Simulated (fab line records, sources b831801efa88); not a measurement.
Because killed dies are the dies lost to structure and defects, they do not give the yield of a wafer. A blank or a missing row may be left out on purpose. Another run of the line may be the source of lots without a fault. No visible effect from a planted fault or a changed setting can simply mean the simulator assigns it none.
Check of tool commonality    flow sky130    Sample size 11 lots and 33 wafers

## WHAT PROMPTED THE OPENING
At SKY_SD_N_RS_MEAS_16 the reading SD_N_RS is flagged on 2 of 11 lots. No-fault wafers: 68.59 ohm/sq, standard deviation 0.12.
Rule: a lot is flagged in two cases, either no wafer of it has a number, or all its wafers with numbers fall more than 4 standard deviations from that mean. The rest of the lots are taken to be sound.

lot   measured      on             SD_N_RS (ohm/sq), wafer by wafer  flag
L516  day 28 12:20  film metro-02  68.55 68.64 68.68                 
L518  day 29 06:57  film metro-03  68.47 68.61 68.47                 
L519  day 29 23:33  film metro-03  68.57 68.47 68.47                 
L523  day 31 05:49  film metro-01  68.40 68.63 68.60                 
L524  day 31 17:53  film metro-03  68.80 68.69 68.54                 
L525  day 31 21:12  film metro-02  68.67 68.58 68.63                 
L527  day 32 07:25  film metro-01  68.38 68.22 68.49                 
L533  day 34 03:40  film metro-01  68.59 68.59 68.45                 
L535  day 34 15:19  film metro-02  70.34 70.08 70.01                 FLAGGED
L536  day 35 03:26  film metro-01  70.06 69.91 70.03                 FLAGGED
L537  day 35 12:36  film metro-02  68.78 68.70 68.68                 
The numbers of the flagged lots are 70.07 ohm/sq on average: +1.48 ohm/sq against the usual, or +12 standard deviations.

## LOT BY LOT: THE TOOL USED
2 process steps preceding the reading are held in the record, out of 708 steps in the route. Each cell gives the tool, then ch followed by the chambers the sampled wafers passed through, then the start.
lot   flag     SKY_SD_N_IMPLANT_09              SKY_SD_N_STRIP_11
L516           implanter-01 ch 0, day 28 11:40  plasma asher-04 ch 0,1, day 28 11:58
L518           implanter-01 ch 0, day 29 06:16  plasma asher-04 ch 1, day 29 06:34
L519           implanter-01 ch 0, day 29 22:52  plasma asher-01 ch 0,1, day 29 23:10
L523           implanter-04 ch 0, day 31 05:09  plasma asher-03 ch 0, day 31 05:25
L524           implanter-01 ch 0, day 31 17:13  plasma asher-01 ch 0,1, day 31 17:31
L525           implanter-01 ch 0, day 31 20:13  plasma asher-01 ch 0,1, day 31 20:49
L527           implanter-04 ch 0, day 32 06:44  plasma asher-04 ch 0, day 32 07:01
L533           implanter-01 ch 0, day 34 02:58  plasma asher-01 ch 0,1, day 34 03:16
L535  FLAGGED  implanter-01 ch 0, day 34 14:38  plasma asher-03 ch 0, day 34 14:55
L536  FLAGGED  implanter-01 ch 0, day 35 02:45  plasma asher-04 ch 1, day 35 03:01
L537           implanter-04 ch 0, day 35 11:55  plasma asher-01 ch 0,1, day 35 12:13
What the steps here do:
- SKY_SD_N_IMPLANT_09
- SKY_SD_N_STRIP_11: strips in O2/N2.
- SKY_SD_N_RS_MEAS_16: measures by four-point-probe.

## FLAGGED OVER TOTAL, TOOL BY TOOL (the gauges that took the reading come last)
step                 tool             lots run  flagged  share of the flagged lots  sound lots run after its first flagged lot
SKY_SD_N_IMPLANT_09  implanter-01     8         2        all                        0
SKY_SD_N_IMPLANT_09  implanter-04     3         0        none                       -
SKY_SD_N_STRIP_11    plasma asher-01  5         0        none                       -
SKY_SD_N_STRIP_11    plasma asher-03  2         1        some                       0
SKY_SD_N_STRIP_11    plasma asher-04  4         1        some                       0
SKY_SD_N_RS_MEAS_16  film metro-01    4         1        some                       0
SKY_SD_N_RS_MEAS_16  film metro-02    4         1        some                       1 (L537)
SKY_SD_N_RS_MEAS_16  film metro-03    3         0        none                       -

## THE TABLE: WHAT IT ALLOWS
1 row of the table ran every flagged lot: implanter-01 at SKY_SD_N_IMPLANT_09.
- implanter-01 at SKY_SD_N_IMPLANT_09 ran 8 lots, 2 of them flagged. Its last sound lot is L533 (day 34 02:58), its first flagged lot L535 (day 34 14:38): a fault that began between those two fits.
Left over: one tool, implanter-01 at SKY_SD_N_IMPLANT_09.

## WHAT THE SIMULATOR HAD PUT IN
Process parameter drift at SKY_SD_N_IMPLANT_09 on implanter-01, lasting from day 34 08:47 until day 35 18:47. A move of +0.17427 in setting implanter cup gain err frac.
Shown lots that were struck: L535, L536. This agrees with what the rule above found.
